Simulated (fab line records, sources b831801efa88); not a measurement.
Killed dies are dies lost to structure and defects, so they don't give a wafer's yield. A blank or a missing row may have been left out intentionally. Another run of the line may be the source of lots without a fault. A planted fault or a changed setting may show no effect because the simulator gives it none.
fab line records -- flow sky130 -- part 2 of 2: steps 27 to 40 of 40
record: lots: 5, wafers: 15, last_day: 50
route steps=708 shown LI_CONTACT@380 LOCAL_INTERCONNECT@387 CONTACT@406
lots untouched by any fault: they come from a run of this same line in which no faults occurred
start_h: hours from the record's opening day to when the first of the lot's shown wafers began -- wait_h: how many hours have passed since the lot's step before this one -- " identical to the entry in the row above -- L1.1+2: a row that stands for several wafers -- - no value, or no start given -- * or withheld: withheld -- < > ~ a bound
route shown NAME@n: a module of which the file shows steps, and the number in the route of the first -- usual: the fault-free wafers' mean and standard deviation -- same: alike in all rows -- chamber/n: place in a boat -- sites: the reading at each site -- _std_site: standard deviation across them -- _edge_site: the outer-site mean with the inner-site mean subtracted -- radius_mm: for every site, how far away it sits from the centre of the wafer -- mask NAME#n: copy n -- behind: the tool/chamber that last shaped the wafer -- hold: the reason the lot was held/the length of the hold in hours/how it ended -- device: names the non-switching transistor (n, p or np) -- end of line: at the end of the route, the tests of the same wafers -- a step given without rows: its recipe and nothing more -- killed: dies lost to structure and defects at the first sort, not the wafer's yield -- map: per-die view of a wafer (x killed, . not killed, _ where there is no die)
set.NAME: the setting as run; set.NAME@STEP: as run at that earlier step -- model.NAME: the simulator's own value behind a step, which no gauge read
lots at some steps of the route; a table a step, a row a wafer
services: when a tool's chamber went out of use (start_h, in hours from the record's first day, below 0 if earlier), for how many hours, and the reason
== steps ==
step: SKY_CONTACT_CVD_00
recipe: material: Si3N4, target_thk_nm: 75, temp_c: 400, time_s: withheld, rf_w: 458.9
usual: heater_power_w: 680/72
lot.wafer,tool,chamber,start_h,wait_h,heater_power_w
L079.3,pecvd-03,1,746.08,0.0,818
L079.5,pecvd-03,1,746.08,0.0,814
L079.6,pecvd-03,2,746.08,0.0,641
L084.1,pecvd-04,1,793.91,0.0,697
L084.2,pecvd-04,0,793.91,0.0,608
L084.4,pecvd-04,0,793.91,0.0,620
L090.2,pecvd-02,2,836.40,0.0,741
L090.3,pecvd-02,0,836.40,0.0,601
L090.5,pecvd-02,0,836.40,0.0,608
L092.1,pecvd-03,0,840.34,0.0,749
L092.2,pecvd-03,1,840.34,0.0,725
L092.3,pecvd-03,2,840.34,0.0,657
L096.1,pecvd-03,1,882.09,0.0,835
L096.4,pecvd-03,2,882.09,0.0,641
L096.6,pecvd-03,1,882.09,0.0,837
step: SKY_CONTACT_THK_MEAS_01
recipe: reads: Si3N4_of_CONTACT_CVD_00
usual: CONTACT_CVD_00_THK: 75.6/1.1
lot.wafer,tool,chamber,start_h,wait_h,CONTACT_CVD_00_THK[nm]
L079.3,film_metro-03,-,746.13,-,74.9
L079.5,film_metro-03,-,746.13,-,76.4
L079.6,film_metro-03,-,746.13,-,76.7
L084.1,film_metro-04,-,793.95,-,75.1
L084.2,film_metro-04,-,793.95,-,75.1
L084.4,film_metro-04,-,793.95,-,76.6
L090.2,film_metro-03,-,836.44,-,75.6
L090.3,film_metro-03,-,836.44,-,74.5
L090.5,film_metro-03,-,836.44,-,76.9
L092.1,film_metro-03,-,840.37,-,76.1
L092.2,film_metro-03,-,840.37,-,75.8
L092.3,film_metro-03,-,840.37,-,76.8
L096.1,film_metro-03,-,882.13,-,75.0
L096.4,film_metro-03,-,882.13,-,75.9
L096.6,film_metro-03,-,882.13,-,75.9
step: SKY_CONTACT_HDPCVD_02
recipe: material: SiO2, target_thk_nm: 565, sigma_open_frac: 0.3, time_s: 94.2, temp_c: 600, sih4_flow_sccm: 60, pressure_mtorr: 6
usual: pressure_mtorr: 6.001/0.012
lot.wafer,tool,chamber,start_h,wait_h,pressure_mtorr
L079.3,hdpcvd-01,0,746.17,0.0,6.012
L079.5,hdpcvd-01,2,746.17,0.0,6.011
L079.6,hdpcvd-01,1,746.17,0.0,6.000
L084.1,hdpcvd-02,2,794.01,0.1,6.003
L084.2,hdpcvd-02,0,794.01,0.1,6.012
L084.4,hdpcvd-02,2,794.01,0.1,5.980
L090.2,hdpcvd-02,0,836.49,0.0,6.005
L090.3,hdpcvd-02,2,836.49,0.0,5.999
L090.5,hdpcvd-02,1,836.49,0.0,5.994
L092.1,hdpcvd-02,2,840.43,0.1,6.000
L092.2,hdpcvd-02,1,840.43,0.1,6.016
L092.3,hdpcvd-02,0,840.43,0.1,5.975
L096.1,hdpcvd-01,2,882.19,0.1,5.999
L096.4,hdpcvd-01,0,882.19,0.1,6.018
L096.6,hdpcvd-01,1,882.19,0.1,6.012
step: SKY_CONTACT_THK_MEAS_03
recipe: reads: SiO2_of_CONTACT_HDPCVD_02
usual: CONTACT_HDPCVD_THK: 565/6.3
lot.wafer,tool,chamber,start_h,wait_h,CONTACT_HDPCVD_THK[nm]
L079.3,film_metro-04,-,746.26,0.1,565
L079.5,film_metro-04,-,746.26,0.1,564
L079.6,film_metro-04,-,746.26,0.1,560
L084.1,film_metro-02,-,794.08,0.0,566
L084.2,film_metro-02,-,794.08,0.0,560
L084.4,film_metro-02,-,794.08,0.0,565
L090.2,film_metro-04,-,836.57,0.0,578
L090.3,film_metro-04,-,836.57,0.0,579
L090.5,film_metro-04,-,836.57,0.0,576
L092.1,film_metro-02,-,840.50,0.0,570
L092.2,film_metro-02,-,840.50,0.0,573
L092.3,film_metro-02,-,840.50,0.0,563
L096.1,film_metro-02,-,882.25,0.0,570
L096.4,film_metro-02,-,882.25,0.0,557
L096.6,film_metro-02,-,882.25,0.0,564
step: SKY_CONTACT_CMP_04
recipe: material: SiO2, down_force_psi: 4, platen_rpm: 60, pad_velocity_m_s: 0.94248
usual: motor_current_A: 12.2/1.2, time_to_endpoint_s: 83/4.6
lot.wafer,tool,chamber,start_h,wait_h,motor_current_A,time_to_endpoint_s
L079.3,cmp-01,3,746.35,0.1,11.0,85
L079.6,cmp-01,2,746.35,0.1,12.0,82
L079.5,cmp-01,3,746.35,0.1,10.8,84
L084.2,cmp-01,2,794.19,0.1,11.4,86
L084.1,cmp-01,3,794.19,0.1,10.8,86
L084.4,cmp-01,0,794.19,0.1,10.3,88
L090.2,cmp-02,0,836.62,0.0,13.1,79
L090.3,cmp-02,3,836.62,0.0,12.9,83
L090.5,cmp-02,0,836.62,0.0,13.5,77
L092.1,cmp-01,1,840.56,0.1,13.3,90
L092.2,cmp-01,2,840.56,0.1,11.8,89
L092.3,cmp-01,3,840.56,0.1,10.5,85
L096.1,cmp-02,2,882.31,0.1,11.1,87
L096.4,cmp-02,0,882.31,0.1,12.9,78
L096.6,cmp-02,2,882.31,0.1,11.2,84
step: SKY_CONTACT_BOW_MEAS_05
recipe: mode: bow
usual: CONTACT_BOW: 80/7
lot.wafer,tool,chamber,start_h,wait_h,CONTACT_BOW[um]
L079.3,film_metro-03,-,746.64,0.2,91
L079.5,film_metro-03,-,746.64,0.2,81
L079.6,film_metro-03,-,746.64,0.2,73
L084.1,film_metro-03,-,794.44,0.1,102
L084.2,film_metro-03,-,794.44,0.1,82
L084.4,film_metro-03,-,794.44,0.1,85
L090.2,film_metro-02,-,836.94,0.3,74
L090.3,film_metro-02,-,836.94,0.3,73
L090.5,film_metro-02,-,836.94,0.3,77
L092.1,film_metro-04,-,840.86,0.2,66
L092.2,film_metro-04,-,840.86,0.2,70
L092.3,film_metro-04,-,840.86,0.2,71
L096.1,film_metro-02,-,882.61,0.2,88
L096.4,film_metro-02,-,882.61,0.2,84
L096.6,film_metro-02,-,882.61,0.2,82
step: SKY_CONTACT_DEHYDRATE_06
recipe: temp_c: 200, time_s: 60
lot.wafer,tool,chamber,start_h,wait_h
L079.3+5+6,litho_track-01,0,758.82,12.2
L084.1+2+4,litho_track-04,0,806.83,12.4
L090.2+3+5,litho_track-04,0,850.50,13.5
L092.1+2+3,litho_track-01,0,854.33,13.4
L096.1+4+6,litho_track-03,0,893.99,11.4
step: SKY_CONTACT_HMDS_07
recipe: prime_time_s: 60, prime_temp_c: 120
same: prime_time_s: 60
lot.wafer,tool,chamber,start_h,wait_h
L079.3+5+6,litho_track-01,0,758.97,0.1
L084.1+2+4,litho_track-04,0,806.98,0.1
L090.2+3+5,litho_track-04,0,850.65,0.1
L092.1+2+3,litho_track-01,0,854.48,0.1
L096.1+4+6,litho_track-03,0,894.14,0.1
step: SKY_CONTACT_COAT_08
recipe: resist: BARC, temp_c: withheld, time_s: withheld, spin_rpm: 3000, resist_thk_nm: 60
lot.wafer,tool,chamber,start_h,wait_h
L079.3+5+6,litho_track-01,0,759.12,0.1
L084.1+2+4,litho_track-04,0,807.13,0.1
L090.2+3+5,litho_track-04,0,850.80,0.1
L092.1+2+3,litho_track-01,0,854.63,0.1
L096.1+4+6,litho_track-03,0,894.29,0.1
step: SKY_CONTACT_COAT_09
recipe: resist: KrF-thick, spin_rpm: 3000, resist_thk_nm: 450
lot.wafer,tool,chamber,start_h,wait_h
L079.3+5+6,litho_track-01,0,-,-
L084.1+2+4,litho_track-04,0,-,-
L090.2+3+5,litho_track-04,0,-,-
L092.1+2+3,litho_track-01,0,-,-
L096.1+4+6,litho_track-03,0,-,-
step: SKY_CONTACT_SOFTBAKE_10
recipe: temp_c: 100, time_s: 90, resist: KrF-thick
lot.wafer,tool,chamber,start_h,wait_h
L079.3+5+6,litho_track-01,0,-,-
L084.1+2+4,litho_track-04,0,-,-
L090.2+3+5,litho_track-04,0,-,-
L092.1+2+3,litho_track-01,0,-,-
L096.1+4+6,litho_track-03,0,-,-
step: SKY_CONTACT_EXPOSE_11
recipe: mask_id: CTM1, na: 0.8, source_shape: annular, sigma_inner: 0.55, sigma_outer: 0.85, target_cd_nm: 170, dose_mj: 38
usual: stage_vel_mm_s: 500.03/0.26
lot.wafer,tool,chamber,start_h,wait_h,mask,stage_vel_mm_s
L079.3,krf_scanner-02,0,-,-,CTM1#0,500.03
L079.5,krf_scanner-02,0,-,-,CTM1#0,500.34
L079.6,krf_scanner-02,0,-,-,CTM1#0,500.34
L084.1,krf_scanner-02,0,-,-,CTM1#0,500.35
L084.2,krf_scanner-02,0,-,-,CTM1#0,499.88
L084.4,krf_scanner-02,0,-,-,CTM1#0,500.20
L090.2,krf_scanner-02,0,-,-,CTM1#0,499.67
L090.3,krf_scanner-02,0,-,-,CTM1#0,499.64
L090.5,krf_scanner-02,0,-,-,CTM1#0,499.81
L092.1,krf_scanner-02,0,-,-,CTM1#0,500.05
L092.2,krf_scanner-02,0,-,-,CTM1#0,499.84
L092.3,krf_scanner-02,0,-,-,CTM1#0,499.98
L096.1,krf_scanner-01,0,-,-,CTM1#0,499.91
L096.4,krf_scanner-01,0,-,-,CTM1#0,500.17
L096.6,krf_scanner-01,0,-,-,CTM1#0,500.43
step: SKY_CONTACT_PEB_12
recipe: peb_temp_c: withheld, peb_time_s: withheld, resist: KrF-thick
lot.wafer,tool,chamber,start_h,wait_h
L079.3+5+6,litho_track-04,0,-,-
L084.1+2+4,litho_track-03,0,-,-
L090.2+3+5,litho_track-01,0,-,-
L092.1+2+3,litho_track-04,0,-,-
L096.1+4+6,litho_track-01,0,-,-
step: SKY_CONTACT_DEVELOP_13
recipe: develop_time_s: 60, resist: KrF-thick, dev_temp_c: 21
same: develop_time_s: 60
lot.wafer,tool,chamber,start_h,wait_h
L079.3+5+6,litho_track-04,0,-,-
L084.1+2+4,litho_track-03,0,-,-
L090.2+3+5,litho_track-01,0,-,-
L092.1+2+3,litho_track-04,0,-,-
L096.1+4+6,litho_track-01,0,-,-
== services ==
tool,chamber,start_h,hours,kind
krf_scanner-02,-,694.62,1.3,pm
krf_scanner-01,-,705.19,0.5,repair
cmp-01,-,707.64,0.5,repair
pvd_sputter-02,-,719.13,3.8,repair
krf_scanner-02,-,732.48,0.8,pm
cmp-01,-,739.16,0.3,repair
rie_metal-01,-,746.08,1.4,repair
krf_scanner-01,-,747.66,1.0,pm
krf_scanner-02,-,764.74,4.0,pm
krf_scanner-01,-,768.76,0.8,pm
krf_scanner-02,-,771.83,2.4,repair
pvd_sputter-03,-,782.84,1.8,repair
wet_bench-04,-,795.41,4.4,pm
krf_scanner-01,-,799.20,1.3,pm
krf_scanner-02,-,825.71,1.0,pm
krf_scanner-01,-,847.55,8.1,repair
cmp-01,-,861.77,0.4,repair
rie_metal-01,-,865.29,0.3,repair
cmp-01,-,876.08,2.1,repair
cmp-01,-,881.93,1.3,repair
cmp-01,-,884.84,5.6,pm
pvd_sputter-02,-,884.95,8.1,repair
rie_metal-01,-,891.33,2.8,pm
pvd_sputter-03,-,897.73,1.2,repair
